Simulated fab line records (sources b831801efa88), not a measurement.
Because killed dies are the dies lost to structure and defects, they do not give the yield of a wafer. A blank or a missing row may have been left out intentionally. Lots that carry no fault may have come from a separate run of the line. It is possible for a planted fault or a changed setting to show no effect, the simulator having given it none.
Which tool is to blame? || flow gf180mcu || 13 lots with 39 wafers sampled at 5 steps, on a route of 602 steps

== WHAT THE GAUGES SHOWED, per wafer ==
GF_VT_IMPLANT_TW_MEAS_43.
{"lot": "L812", "measured": "day 7 09:07", "on": "film metro-03", "VT_IMPLANT_4_TW": "690 693 687"}
{"lot": "L814", "measured": "day 8 01:21", "on": "film metro-01", "VT_IMPLANT_4_TW": "696 694 698"}
{"lot": "L815", "measured": "day 8 08:20", "on": "film metro-02", "VT_IMPLANT_4_TW": "681 685 687"}
{"lot": "L818", "measured": "day 9 12:22", "on": "film metro-01", "VT_IMPLANT_4_TW": "688 692 693"}
{"lot": "L819", "measured": "day 9 21:01", "on": "film metro-03", "VT_IMPLANT_4_TW": "686 685 688"}
{"lot": "L820", "measured": "day 9 21:44", "on": "film metro-01", "VT_IMPLANT_4_TW": "691 689 688"}
{"lot": "L821", "measured": "day 10 04:37", "on": "film metro-03", "VT_IMPLANT_4_TW": "690 690 690"}
{"lot": "L822", "measured": "day 10 07:15", "on": "film metro-01", "VT_IMPLANT_4_TW": "692 699 688"}
{"lot": "L826", "measured": "day 11 18:04", "on": "film metro-01", "VT_IMPLANT_4_TW": "675 677 677 672 674 677"}
{"lot": "L832", "measured": "day 13 03:29", "on": "film metro-01", "VT_IMPLANT_4_TW": "681 680 683"}
{"lot": "L833", "measured": "day 13 12:13", "on": "film metro-03", "VT_IMPLANT_4_TW": "683 684 682"}
{"lot": "L834", "measured": "day 13 17:24", "on": "film metro-01", "VT_IMPLANT_4_TW": "694 691 695"}
{"lot": "L835", "measured": "day 14 01:16", "on": "film metro-01", "VT_IMPLANT_4_TW": "687 690 688"}

GF_VT_IMPLANT_RS_MEAS_46: the measuring method here is four-point-probe.
{"lot": "L812", "measured": "day 7 09:21", "on": "film metro-04", "MVSD_RS (ohm/sq)": "458.8 458.4 457.2"}
{"lot": "L814", "measured": "day 8 01:34", "on": "film metro-03", "MVSD_RS (ohm/sq)": "455.3 454.3 454.8"}
{"lot": "L815", "measured": "day 8 08:33", "on": "film metro-04", "MVSD_RS (ohm/sq)": "458.0 455.8 457.2"}
{"lot": "L818", "measured": "day 9 12:35", "on": "film metro-04", "MVSD_RS (ohm/sq)": "455.2 454.6 456.1"}
{"lot": "L819", "measured": "day 9 21:15", "on": "film metro-04", "MVSD_RS (ohm/sq)": "455.9 456.7 454.9"}
{"lot": "L820", "measured": "day 9 21:57", "on": "film metro-02", "MVSD_RS (ohm/sq)": "456.6 457.2 456.5"}
{"lot": "L821", "measured": "day 10 04:51", "on": "film metro-03", "MVSD_RS (ohm/sq)": "456.6 457.3 458.2"}
{"lot": "L822", "measured": "day 10 07:29", "on": "film metro-03", "MVSD_RS (ohm/sq)": "456.8 456.0 457.6"}
{"lot": "L826", "measured": "day 11 22:50", "on": "film metro-03", "MVSD_RS (ohm/sq)": "456.9 456.7 456.8"}
{"lot": "L832", "measured": "day 13 03:43", "on": "film metro-03", "MVSD_RS (ohm/sq)": "456.2 455.6 457.4"}
{"lot": "L833", "measured": "day 13 12:26", "on": "film metro-03", "MVSD_RS (ohm/sq)": "455.7 457.4 456.6"}
{"lot": "L834", "measured": "day 13 17:44", "on": "film metro-02", "MVSD_RS (ohm/sq)": "456.3 456.3 456.3"}
{"lot": "L835", "measured": "day 14 01:28", "on": "film metro-02", "MVSD_RS (ohm/sq)": "456.9 457.7 458.0"}

GF_POLY_GATE_THK_MEAS_01.
{"lot": "L812", "measured": "day 8 06:44", "on": "film metro-03", "POLY_GATE_CVD_00_THK (nm)": "204.9 203.6 203.8"}
{"lot": "L814", "measured": "day 8 23:59", "on": "film metro-01", "POLY_GATE_CVD_00_THK (nm)": "205.6 204.8 203.3"}
{"lot": "L815", "measured": "day 9 06:49", "on": "film metro-03", "POLY_GATE_CVD_00_THK (nm)": "202.3 202.0 202.7"}
{"lot": "L818", "measured": "day 10 13:53", "on": "film metro-03", "POLY_GATE_CVD_00_THK (nm)": "202.4 203.8 203.1"}
{"lot": "L819", "measured": "day 10 21:34", "on": "film metro-04", "POLY_GATE_CVD_00_THK (nm)": "203.0 201.9 199.9"}
{"lot": "L820", "measured": "day 10 23:08", "on": "film metro-03", "POLY_GATE_CVD_00_THK (nm)": "199.5 202.6 200.0"}
{"lot": "L821", "measured": "day 11 04:42", "on": "film metro-01", "POLY_GATE_CVD_00_THK (nm)": "201.3 200.3 202.8"}
{"lot": "L822", "measured": "day 11 07:22", "on": "film metro-04", "POLY_GATE_CVD_00_THK (nm)": "198.3 197.0 198.7"}
{"lot": "L826", "measured": "day 12 20:07", "on": "film metro-01", "POLY_GATE_CVD_00_THK (nm)": "199.9 199.4 199.3"}
{"lot": "L832", "measured": "day 14 07:55", "on": "film metro-01", "POLY_GATE_CVD_00_THK (nm)": "200.5 201.0 199.6"}
{"lot": "L833", "measured": "day 14 14:27", "on": "film metro-03", "POLY_GATE_CVD_00_THK (nm)": "198.8 199.9 199.9"}
{"lot": "L834", "measured": "day 14 19:22", "on": "film metro-03", "POLY_GATE_CVD_00_THK (nm)": "201.1 201.2 199.5"}
{"lot": "L835", "measured": "day 15 03:53", "on": "film metro-01", "POLY_GATE_CVD_00_THK (nm)": "201.9 200.5 201.0"}

== WHICH TOOL RAN EACH LOT (tool, then ch and the chambers of the sampled wafers, then the start) ==
{"lot": "L812", "GF_MVSD_STRIP_10": "plasma asher-04 ch 0,1, day 4 08:02", "GF_VT_IMPLANT_IMPLANT_41": "implanter-04 ch 0, day 7 08:54"}
{"lot": "L814", "GF_MVSD_STRIP_10": "plasma asher-01 ch 0,1, day 4 20:36", "GF_VT_IMPLANT_IMPLANT_41": "implanter-04 ch 0, day 8 01:06"}
{"lot": "L815", "GF_MVSD_STRIP_10": "plasma asher-03 ch 1, day 5 01:18", "GF_VT_IMPLANT_IMPLANT_41": "implanter-04 ch 0, day 8 08:05"}
{"lot": "L818", "GF_MVSD_STRIP_10": "plasma asher-03 ch 0,1, day 6 01:36", "GF_VT_IMPLANT_IMPLANT_41": "implanter-03 ch 0, day 9 12:07"}
{"lot": "L819", "GF_MVSD_STRIP_10": "plasma asher-03 ch 0,1, day 6 08:50", "GF_VT_IMPLANT_IMPLANT_41": "implanter-03 ch 0, day 9 20:48"}
{"lot": "L820", "GF_MVSD_STRIP_10": "plasma asher-03 ch 0,1, day 6 12:05", "GF_VT_IMPLANT_IMPLANT_41": "implanter-04 ch 0, day 9 21:29"}
{"lot": "L821", "GF_MVSD_STRIP_10": "plasma asher-03 ch 0,1, day 6 15:44", "GF_VT_IMPLANT_IMPLANT_41": "implanter-01 ch 0, day 10 04:23"}
{"lot": "L822", "GF_MVSD_STRIP_10": "plasma asher-04 ch 0,1, day 6 19:17", "GF_VT_IMPLANT_IMPLANT_41": "implanter-03 ch 0, day 10 07:02"}
{"lot": "L826", "GF_MVSD_STRIP_10": "plasma asher-04 ch 0,1, day 7 23:17", "GF_VT_IMPLANT_IMPLANT_41": "implanter-04 ch 0, day 11 17:50"}
{"lot": "L832", "GF_MVSD_STRIP_10": "plasma asher-04 ch 0,1, day 9 06:26", "GF_VT_IMPLANT_IMPLANT_41": "implanter-04 ch 0, day 13 03:10"}
{"lot": "L833", "GF_MVSD_STRIP_10": "plasma asher-03 ch 0,1, day 9 12:47", "GF_VT_IMPLANT_IMPLANT_41": "implanter-01 ch 0, day 13 11:59"}
{"lot": "L834", "GF_MVSD_STRIP_10": "plasma asher-01 ch 0,1, day 9 18:45", "GF_VT_IMPLANT_IMPLANT_41": "implanter-01 ch 0, day 13 17:10"}
{"lot": "L835", "GF_MVSD_STRIP_10": "plasma asher-03 ch 0,1, day 10 01:53", "GF_VT_IMPLANT_IMPLANT_41": "implanter-01 ch 0, day 14 01:01"}
- GF_MVSD_STRIP_10: strips in O2/N2.
- GF_VT_IMPLANT_IMPLANT_41

== WHAT THE TOOLS THEMSELVES READ (means of the sampled wafers that have a number; where no wafer has one, the mark that the record gives instead) ==
GF_MVSD_STRIP_10.
{"lot": "L812", "tool": "plasma asher-04", "drypump motor current A (A)": 5.1, "heater power w (W)": 330, "oes product au (a.u.)": 0.721, "strip time to endpoint s (s)": 37.06}
{"lot": "L814", "tool": "plasma asher-01", "drypump motor current A (A)": 5.6, "heater power w (W)": 332, "oes product au (a.u.)": 0.724, "strip time to endpoint s (s)": 36.75}
{"lot": "L815", "tool": "plasma asher-03", "drypump motor current A (A)": 5.9, "heater power w (W)": 280, "oes product au (a.u.)": 0.720, "strip time to endpoint s (s)": 37.08}
{"lot": "L818", "tool": "plasma asher-03", "drypump motor current A (A)": 5.6, "heater power w (W)": 300, "oes product au (a.u.)": 0.722, "strip time to endpoint s (s)": 36.86}
{"lot": "L819", "tool": "plasma asher-03", "drypump motor current A (A)": 5.6, "heater power w (W)": 299, "oes product au (a.u.)": 0.720, "strip time to endpoint s (s)": 36.74}
{"lot": "L820", "tool": "plasma asher-03", "drypump motor current A (A)": 5.6, "heater power w (W)": 301, "oes product au (a.u.)": 0.725, "strip time to endpoint s (s)": 36.92}
{"lot": "L821", "tool": "plasma asher-03", "drypump motor current A (A)": 5.6, "heater power w (W)": 296, "oes product au (a.u.)": 0.720, "strip time to endpoint s (s)": 37.00}
{"lot": "L822", "tool": "plasma asher-04", "drypump motor current A (A)": 5.2, "heater power w (W)": 342, "oes product au (a.u.)": 0.723, "strip time to endpoint s (s)": 36.84}
{"lot": "L826", "tool": "plasma asher-04", "drypump motor current A (A)": 5.1, "heater power w (W)": 331, "oes product au (a.u.)": 0.722, "strip time to endpoint s (s)": 36.90}
{"lot": "L832", "tool": "plasma asher-04", "drypump motor current A (A)": 5.2, "heater power w (W)": 337, "oes product au (a.u.)": 0.722, "strip time to endpoint s (s)": 36.90}
{"lot": "L833", "tool": "plasma asher-03", "drypump motor current A (A)": 5.5, "heater power w (W)": 301, "oes product au (a.u.)": 0.726, "strip time to endpoint s (s)": 36.83}
{"lot": "L834", "tool": "plasma asher-01", "drypump motor current A (A)": 5.6, "heater power w (W)": 333, "oes product au (a.u.)": 0.723, "strip time to endpoint s (s)": 37.09}
{"lot": "L835", "tool": "plasma asher-03", "drypump motor current A (A)": 5.6, "heater power w (W)": 298, "oes product au (a.u.)": 0.726, "strip time to endpoint s (s)": 36.98}

GF_VT_IMPLANT_IMPLANT_41.
{"lot": "L812", "tool": "implanter-04", "beam energy keV": 69.985}
{"lot": "L814", "tool": "implanter-04", "beam energy keV": 70.031}
{"lot": "L815", "tool": "implanter-04", "beam energy keV": 70.030}
{"lot": "L818", "tool": "implanter-03", "beam energy keV": 69.991}
{"lot": "L819", "tool": "implanter-03", "beam energy keV": 70.009}
{"lot": "L820", "tool": "implanter-04", "beam energy keV": 70.001}
{"lot": "L821", "tool": "implanter-01", "beam energy keV": 69.978}
{"lot": "L822", "tool": "implanter-03", "beam energy keV": 70.003}
{"lot": "L826", "tool": "implanter-04", "beam energy keV": 65.642}
{"lot": "L832", "tool": "implanter-04", "beam energy keV": 65.641}
{"lot": "L833", "tool": "implanter-01", "beam energy keV": 69.992}
{"lot": "L834", "tool": "implanter-01", "beam energy keV": 69.989}
{"lot": "L835", "tool": "implanter-01", "beam energy keV": 70.013}

== THE ANSWER, worked out from the rows above alone ==
Rule: the usual values come from the lots themselves. Put in order of their means at a reading, lots are off if they are a third of the lots or fewer, leave a main group of 4 or more, and stand apart from it by a gap of 3 or more times the standard deviation of the main group's means; of several such gaps the widest counts. A main group whose means are all the same, to the digits that the tables above print for the reading, isn't used. Also off: a lot with no number at a reading for which 4 or more lots have one. Where the step has rows for the other lots, those lots are counted as sound. First the gauges in route order, then the tools' own readings, where a lot's mean is used as printed above. At the first step where some lot is off, the reading lying furthest off is the one used; lots without a number count as furthest.
Off at GF_VT_IMPLANT_IMPLANT_41 (beam energy keV): L826, L832. The main group has a mean of 70.002 with a standard deviation of 0.017.
If a tool, at that step or one of the process steps before it, ran each lot that is off and ran no sound lot following the first of them, it fits. Undecided on this evidence; 2 tools fit (plasma asher-04 at GF_MVSD_STRIP_10, implanter-04 at GF_VT_IMPLANT_IMPLANT_41).

== WHAT THE SIMULATOR PUT IN ==
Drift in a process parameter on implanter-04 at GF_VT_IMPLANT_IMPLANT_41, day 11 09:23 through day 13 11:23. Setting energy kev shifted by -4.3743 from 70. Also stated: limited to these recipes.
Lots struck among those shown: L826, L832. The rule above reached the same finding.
